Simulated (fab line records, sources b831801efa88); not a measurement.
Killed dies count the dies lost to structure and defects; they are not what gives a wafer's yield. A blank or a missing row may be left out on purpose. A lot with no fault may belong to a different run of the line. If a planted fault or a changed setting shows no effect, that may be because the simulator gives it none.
fab line records | flow gf180mcu
[record] lots = 11 wafers = 31 last-day = 34
route steps=602 shown STI@15 VT_IMPLANT@99 DUAL_GATE@154
lots that met no fault: taken from a fault-free run of the same line
start-h: hours from the record's opening day to when the first of the lot's shown wafers began | wait-h: hours from the lot's prior step to this one | " identical to the entry in the row above | L1.1+2: a single row standing in for several wafers | - value missing, or start not given | * or withheld: withheld | < > ~ a bound
route shown NAME@n: NAME is a module with steps in the file, n the number in the route of the first one | usual: mean/standard deviation taken from wafers without a fault | same: alike in all rows | chamber/n: place in a boat | sites: each site's reading | _std_site: how widely they spread, as a standard deviation | _edge_site: outer sites' mean less inner sites' | radius-mm: for every site, how far away it sits from the centre of the wafer | mask NAME#n: copy n | behind: the last tool/chamber to shape the wafer | hold: why the lot went on hold/how many hours it stayed there/how the hold came to an end | device: which transistor (n, p or np) failed to switch | end of line: tests run on the same wafers once the route is complete | a step without rows: its recipe alone | killed: dies lost to structure and defects at the first sort, not the wafer's yield | map: dies across one wafer; x = killed, . = not, _ = none there
set.NAME: the run value of the setting; set.NAME@STEP: its run value at that earlier step | model.NAME: the simulator's own value behind a step, which no gauge read
route steps across a sampled set of lots; one table per step, one row per wafer
services: the hour from which a tool's chamber was out of use, counted from the record's first day as start-h (under 0 if before that day), plus the number of hours and why
[[steps]]
[step GF_STI_ETCH_14]
[recipe] target = Si chemistry = HBr/Cl2/O2 target-depth-nm = 360 icp-w = 600 bias-w = 150 pressure-mtorr = 15 HBr_flow_sccm = 150 Cl2_flow_sccm = 40 O2_flow_sccm = 6 time-s = 102.9
[usual] O2_flow_sccm = 6.002/0.017 chamber-pressure-mTorr = 15.000/0.014 drypump-motor-current-A = 5.3/0.35 oes-product-au = 0.996/0.0086 throttle-valve-pct = 25.660/0.0098
// columns lot.wafer tool chamber start-h wait-h O2_flow_sccm chamber-pressure-mTorr drypump-motor-current-A oes-product-au rf-hours-counter-h throttle-valve-pct
L318.1 rie-si-02 3 25.76 0.0 6.008 15.007 5.0 0.991 133 25.660
L318.3 " 0 " " 5.976 15.000 5.8 0.985 130 25.657
L318.6 " 2 " " 6.006 15.001 5.1 0.999 - 25.657
L319.3 rie-si-02 3 31.46 0.0 6.006 15.025 5.0 0.994 134 25.663
L319.4 " 2 " " 6.016 14.993 5.0 1.005 65 25.666
L319.6 " 0 " " 5.994 14.992 5.7 0.983 - 25.670
L320.1 rie-si-02 2 36.10 0.0 5.974 15.009 5.0 0.995 65 25.660
L320.2 " 1 " " 6.008 14.988 5.2 1.001 77 25.673
L320.4 " 3 " " 6.032 15.002 5.0 1.002 134 25.666
L323.1 rie-si-01 0 51.50 0.0 6.012 15.005 6.0 0.997 1 25.663
L323.5 " 1 " " 5.975 14.988 5.9 1.000 - 25.662
L323.6 " 0 " " 5.968 14.977 6.0 0.998 - 25.648
L325.1 rie-si-02 2 62.49 0.0 6.007 15.002 5.1 1.001 66 25.651
L325.3 " 0 " " 6.008 14.986 5.8 0.986 131 25.665
L325.5 " 0 " " 6.017 15.001 5.7 0.983 - 25.667
L326.1 rie-si-01 1 68.55 0.0 5.993 14.994 5.9 0.999 112 25.658
L326.5 " 1 " " 6.004 14.987 5.9 1.005 - 25.657
L326.6 " 2 " " 6.006 15.000 5.1 0.982 - 25.672
L333.4 rie-si-02 3 103.10 0.0 6.011 15.012 5.0 0.990 134 25.658
L333.5 " 0 " " 6.012 15.009 5.7 0.987 - 25.651
L333.6 " 3 " " 6.034 15.007 5.0 0.778 - 25.809
L334.4 rie-si-02 2 108.19 0.0 5.995 14.987 5.1 0.996 66 25.658
L334.6 " 0 " " 5.973 15.008 5.7 0.773 - 25.815
L335.1 rie-si-02 3 113.76 0.0 6.020 15.014 5.0 0.769 134 25.817
L335.2 " 0 " " 6.003 14.994 5.7 0.989 131 25.679
L337.2 rie-si-01 0 124.09 0.0 6.021 14.998 6.0 1.002 1 25.667
L337.3 " 2 " " 6.027 15.006 5.1 0.991 106 25.639
L337.5 " 1 " " 6.020 15.003 5.9 1.000 - 25.673
L338.2 rie-si-01 0 130.06 0.0 6.029 15.021 6.0 1.004 1 25.656
L338.4 " 3 " " 6.033 14.995 5.3 0.989 5 25.670
L338.5 " 0 " " 6.008 14.988 6.0 1.008 - 25.645
[step GF_STI_STRIP_15]
[recipe] chemistry = O2/N2 power-w = 1400 pressure-mtorr = 1500 platen-temp-c = 250 o2-flow-sccm = 3000 n2-flow-sccm = 300 overash-fraction = 0.5
[usual] chamber-pressure-mTorr = 1500.0/1.6 drypump-motor-current-A = 5.92/0.3 heater-power-w = 332/26 oes-product-au = 0.383/0.0053 strip-time-to-endpoint-s = 3.73/0.042
[same] overash-fraction = 0.5
// columns lot.wafer tool chamber start-h wait-h chamber-pressure-mTorr drypump-motor-current-A heater-power-w oes-product-au rf-hours-counter-h strip-time-to-endpoint-s
L318.1 plasma-asher-02 1 25.83 0.0 1497.7 6.14 327 0.387 22 3.73
L318.3 " 1 " " 1499.5 6.15 330 0.382 - 3.74
L318.6 " 0 " " 1501.1 6.25 335 0.380 - 3.65
L319.3 plasma-asher-01 1 31.56 0.1 1499.9 5.38 376 0.385 - 3.76
L319.4 " 0 " " 1498.9 5.79 294 0.384 - 3.73
L319.6 " 0 " " 1503.1 5.79 289 0.385 - 3.75
L320.1 plasma-asher-01 0 36.17 0.0 1500.7 5.86 294 0.387 37 3.72
L320.2 " 1 " " 1498.5 5.40 373 0.386 37 3.72
L320.4 " 0 " " 1499.8 5.86 298 0.387 - 3.79
L323.1 plasma-asher-02 1 51.57 0.0 1501.3 6.16 323 0.385 25 3.73
L323.5 " 1 " " 1499.6 6.13 326 0.381 - 3.74
L323.6 " 0 " " 1498.2 6.24 350 0.385 - 3.76
L325.1 plasma-asher-01 1 62.56 0.0 1501.3 5.40 364 0.374 40 3.69
L325.3 " 1 " " 1499.7 5.37 361 0.381 - 3.76
L325.5 " 0 " " 1502.9 5.88 298 0.377 - 3.79
L326.1 plasma-asher-04 1 68.62 0.0 1499.7 6.20 309 0.388 42 3.71
L326.5 " 0 " " 1500.0 5.85 348 0.391 - 3.79
L326.6 " 1 " " 1496.7 6.21 313 0.387 - 3.73
L333.4 plasma-asher-04 1 103.21 0.1 1499.9 6.19 319 0.380 - 3.71
L333.5 " 0 " " 1500.9 5.84 351 0.386 - 3.70
L333.6 " 1 " " 1498.5 6.21 319 0.391 - 4.12
L334.4 plasma-asher-01 0 108.29 0.1 1500.8 5.81 299 0.385 - 3.67
L334.6 " 1 " " 1499.6 5.35 372 0.404 - 4.13
L335.1 plasma-asher-02 1 113.83 0.0 1498.5 6.12 327 0.404 31 4.15
L335.2 " 0 " " 1499.4 6.24 335 0.383 31 3.69
L337.2 plasma-asher-02 0 124.16 0.0 1501.4 6.24 333 0.384 33 3.71
L337.3 " 1 " " 1501.6 6.18 320 0.382 - 3.73
L337.5 " 1 " " 1501.6 6.10 326 0.380 - 3.76
L338.2 plasma-asher-02 0 130.13 0.0 1499.3 6.25 331 0.388 33 3.79
L338.4 " 0 " " 1501.1 6.24 334 0.392 - 3.87
L338.5 " 0 " " 1499.4 6.26 340 0.381 - 3.74
[step GF_VT_IMPLANT_STRIP_09]
[recipe] chemistry = O2/N2 power-w = 1400 pressure-mtorr = 1500 platen-temp-c = 250 o2-flow-sccm = 3000 n2-flow-sccm = 300 overash-fraction = 0.5
[usual] chamber-pressure-mTorr = 1499.8/1.3 drypump-motor-current-A = 6.09/0.21 heater-power-w = 340/21 oes-product-au = 0.715/0.0046 strip-time-to-endpoint-s = 12.64/0.036
[same] overash-fraction = 0.5
// columns lot.wafer tool chamber start-h wait-h chamber-pressure-mTorr drypump-motor-current-A heater-power-w oes-product-au rf-hours-counter-h strip-time-to-endpoint-s
L318.1 plasma-asher-04 0 111.82 0.1 1501.3 5.85 349 0.714 47 12.61
L318.3 " 0 " " 1498.2 5.86 343 0.719 - 12.65
L318.6 " 1 " " 1499.1 6.21 314 0.718 - 12.63
L319.3 plasma-asher-02 0 118.64 0.1 1503.5 6.23 348 0.716 - 12.63
L319.4 " 1 " " 1499.1 6.15 321 0.722 - 12.59
L319.6 " 1 " " 1499.9 6.17 333 0.710 - 12.60
L320.1 plasma-asher-02 1 124.67 0.1 1502.1 6.13 331 0.719 33 12.67
L320.2 " 0 " " 1499.7 6.24 336 0.718 33 12.61
L320.4 " 1 " " 1500.4 6.14 320 0.719 - 12.64
L323.1 plasma-asher-03 0 142.96 0.1 1503.7 5.76 324 0.712 2 12.66
L323.5 " 1 " " 1499.2 6.37 378 0.719 - 12.61
L323.6 " 0 " " 1500.1 5.80 334 0.717 - 12.64
L325.1 plasma-asher-02 1 154.69 0.1 1498.0 6.10 326 0.710 36 12.70
L325.3 " 0 " " 1499.7 6.27 336 0.711 - 12.69
L325.5 " 0 " " 1498.6 6.29 344 0.712 - 12.71
L326.1 plasma-asher-03 0 162.27 0.1 1500.7 5.76 337 0.719 5 12.64
L326.5 " 0 " " 1499.6 5.76 330 0.717 - 12.71
L326.6 " 1 " " 1500.1 6.34 390 0.721 - 12.69
L333.4 plasma-asher-03 1 205.34 0.1 1498.4 6.37 388 0.722 - 12.61
L333.5 " 0 " " 1500.1 5.72 347 0.716 - 12.58
L333.6 " 1 " " 1500.8 6.32 381 0.709 - 12.58
L334.4 plasma-asher-02 1 209.72 0.1 1500.0 6.13 334 0.714 - 12.60
L334.6 " 1 " " 1499.0 6.17 333 0.718 - 12.62
L335.1 plasma-asher-04 0 220.91 0.1 1500.3 5.85 352 0.716 58 12.58
L335.2 " 1 " " 1498.6 6.20 315 0.717 58 12.61
L337.2 plasma-asher-03 0 231.79 0.1 1499.9 5.75 337 0.714 13 12.64
L337.3 " 1 " " 1500.5 6.37 371 0.716 - 12.65
L337.5 " 0 " " 1500.7 5.75 342 0.710 - 12.61
L338.2 plasma-asher-02 0 235.72 0.1 1500.2 6.26 343 0.716 43 12.64
L338.4 " 0 " " 1498.7 6.25 338 0.712 - 12.66
L338.5 " 0 " " 1500.4 6.24 349 0.711 - 12.64
[step GF_VT_IMPLANT_OVL_MEAS_29]
[usual] VT_IMPLANT_02_OVL = -1.1/1.4
// columns lot.wafer tool chamber start-h wait-h VT_IMPLANT_02_OVL[nm]
L318.1 overlay-01 - 142.47 0.1 -3.4
L318.3 " - " " -3.1
L318.6 " - " " -2.2
L319.3 overlay-01 - 149.10 0.1 -0.8
L319.4 " - " " -2.8
L319.6 " - " " -1.4
L320.1 overlay-02 - 155.19 0.1 -3.3
L320.2 " - " " -1.6
L320.4 " - " " -1.9
L323.1 overlay-02 - 174.44 0.1 -2.3
L323.5 " - " " -1.4
L323.6 " - " " -2.1
L325.1 overlay-02 - 187.39 0.1 -2.5
L325.3 " - " " -2.7
L325.5 " - " " -3.9
L326.1 overlay-01 - 196.01 0.1 0.1
L326.5 " - " " 1.0
L326.6 " - " " -0.8
L333.4 overlay-02 - 241.65 0.1 -1.5
L333.5 " - " " -2.5
L333.6 " - " " -2.9
L334.4 overlay-02 - 246.29 0.1 0.1
L334.6 " - " " 1.0
L335.1 overlay-02 - 258.35 0.1 -1.1
L335.2 " - " " -1.4
L337.2 overlay-01 - 269.76 0.1 0.2
L337.3 " - " " 1.6
L337.5 " - " " 0.6
L338.2 overlay-01 - 273.89 0.1 -1.8
L338.4 " - " " -1.5
L338.5 " - " " 0.4
[step GF_DUAL_GATE_STRIP_13]
[recipe] chemistry = O2/N2 power-w = 1400 pressure-mtorr = 1500 platen-temp-c = 250 o2-flow-sccm = 3000 n2-flow-sccm = 300 overash-fraction = 0.5
[usual] chamber-pressure-mTorr = 1500.2/1.4 drypump-motor-current-A = 6.0/0.32 heater-power-w = 343/29 oes-product-au = 0.716/0.0044 strip-time-to-endpoint-s = 12.64/0.033
[same] overash-fraction = 0.5
// columns lot.wafer tool chamber start-h wait-h chamber-pressure-mTorr drypump-motor-current-A heater-power-w oes-product-au rf-hours-counter-h strip-time-to-endpoint-s
L318.1 plasma-asher-03 1 177.40 0.0 1499.3 6.3 387 0.716 6 12.67
L318.3 " 0 " " 1499.0 5.8 337 0.711 - 12.63
L318.6 " 0 " " 1503.0 5.7 339 0.716 - 12.67
L319.3 plasma-asher-03 0 184.64 0.0 1500.1 5.7 330 0.718 - 12.65
L319.4 " 1 " " 1500.2 6.3 382 0.720 - 12.66
L319.6 " 0 " " 1500.2 5.7 330 0.718 - 12.64
L320.1 plasma-asher-02 1 191.15 0.0 1501.7 6.1 331 0.710 39 12.63
L320.2 " 0 " " 1497.7 6.2 344 0.708 39 12.65
L320.4 " 1 " " 1501.1 6.1 328 0.717 - 12.65
L323.1 plasma-asher-03 1 211.16 0.0 1499.6 6.3 381 0.709 10 12.63
L323.5 " 0 " " 1502.2 5.8 337 0.716 - 12.66
L323.6 " 1 " " 1500.3 6.3 389 0.716 - 12.65
L325.1 plasma-asher-03 0 225.82 0.0 1500.7 5.7 340 0.712 12 12.63
L325.3 " 1 " " 1497.8 6.3 371 0.719 - 12.59
L325.5 " 1 " " 1502.2 6.3 380 0.716 - 12.56
L326.1 plasma-asher-02 1 234.56 0.0 1501.8 6.1 336 0.716 43 12.60
L326.5 " 1 " " 1499.5 6.1 328 0.717 - 12.62
L326.6 " 0 " " 1503.3 6.3 341 0.720 - 12.57
L333.4 plasma-asher-03 1 283.39 0.0 1499.8 6.4 378 0.717 - 12.59
L333.5 " 0 " " 1501.3 5.7 346 0.717 - 12.62
L333.6 " 1 " " 1500.2 6.3 375 0.716 - 12.65
L334.4 plasma-asher-01 1 287.70 0.0 1500.6 5.4 362 0.722 - 12.62
L334.6 " 0 " " 1500.9 5.8 293 0.713 - 12.60
L335.1 plasma-asher-03 0 301.43 0.0 1502.2 5.7 337 0.708 20 12.64
L335.2 " 1 " " 1500.5 6.3 389 0.724 20 12.65
L337.2 plasma-asher-01 1 314.79 0.0 1498.2 5.4 374 0.721 65 12.61
L337.3 " 1 " " 1499.1 5.4 382 0.718 - 12.62
L337.5 " 0 " " 1501.2 5.8 296 0.719 - 12.64
L338.2 plasma-asher-02 0 317.01 0.0 1502.0 6.2 339 0.710 52 12.62
L338.4 " 1 " " 1499.8 6.1 324 0.708 - 12.67
L338.5 " 0 " " 1499.2 6.3 355 0.725 - 12.67
[[services]]
// columns tool chamber start-h hours kind
rie-si-01 2 40.01 4.2 repair
plasma-asher-01 - 68.76 0.7 repair
rie-si-01 - 82.04 0.3 repair
rie-si-02 1 85.16 3.6 repair
rie-si-01 - 86.59 0.5 repair
plasma-asher-01 - 92.01 5.3 repair
plasma-asher-03 - 108.77 9.0 pm
plasma-asher-03 0 108.77 9.0 vent-cycle
plasma-asher-03 1 108.77 9.0 vent-cycle
plasma-asher-03 0 117.77 - clean
plasma-asher-03 1 117.77 - clean
rie-si-01 - 152.67 10.0 pm
plasma-asher-02 - 156.56 6.9 repair
rie-si-02 3 163.11 2.8 repair
rie-si-02 3 165.93 - clean
rie-si-02 3 165.93 24.8 scheduled-down
plasma-asher-04 - 175.62 7.5 repair
plasma-asher-01 - 189.27 4.0 repair
rie-si-02 - 219.10 0.2 repair
plasma-asher-03 - 240.12 0.8 repair
plasma-asher-03 - 268.58 0.4 repair
plasma-asher-01 - 282.28 2.1 repair
rie-si-02 3 303.26 2.3 repair
rie-si-01 3 307.01 4.8 repair
[[key]]
[first-sign] step = GF_STI_ETCH_14 reading = oes-product-au direction = down sigmas = 26 usual = 0.996 struck = 0.773
[effect] step = GF_STI_ETCH_14 reading = throttle-valve-pct direction = up sigmas = 16 usual = 25.660 struck = 25.814
[effect] step = GF_STI_STRIP_15 reading = strip-time-to-endpoint-s direction = up sigmas = 9.5 usual = * struck = *
met-at GF_STI_ETCH_14
struck-lots L333,L334,L335
struck-wafers L333.6,L334.6,L335.1
tester-left-out L333,L334,L335
not-acting-at GF_VT_IMPLANT_STRIP_09,GF_VT_IMPLANT_OVL_MEAS_29,GF_DUAL_GATE_STRIP_13
onset-between 62.49 103.10
[fault] kind = process-parameter-drift tool = rie-si-02 chamber = - onset-h = 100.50 steps = GF_STI_ETCH_14 channel = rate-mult offset = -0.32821 shape = step end-h = 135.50 scope = struck-wafers-only
// tester-left-out: of these lots the tester's yield and bins aren't shown, on N5 and GAA mostly nor the transistor test; their killed dies are dies lost to structure and defects alone, not to doping, threshold or leakage, so they don't give the yield
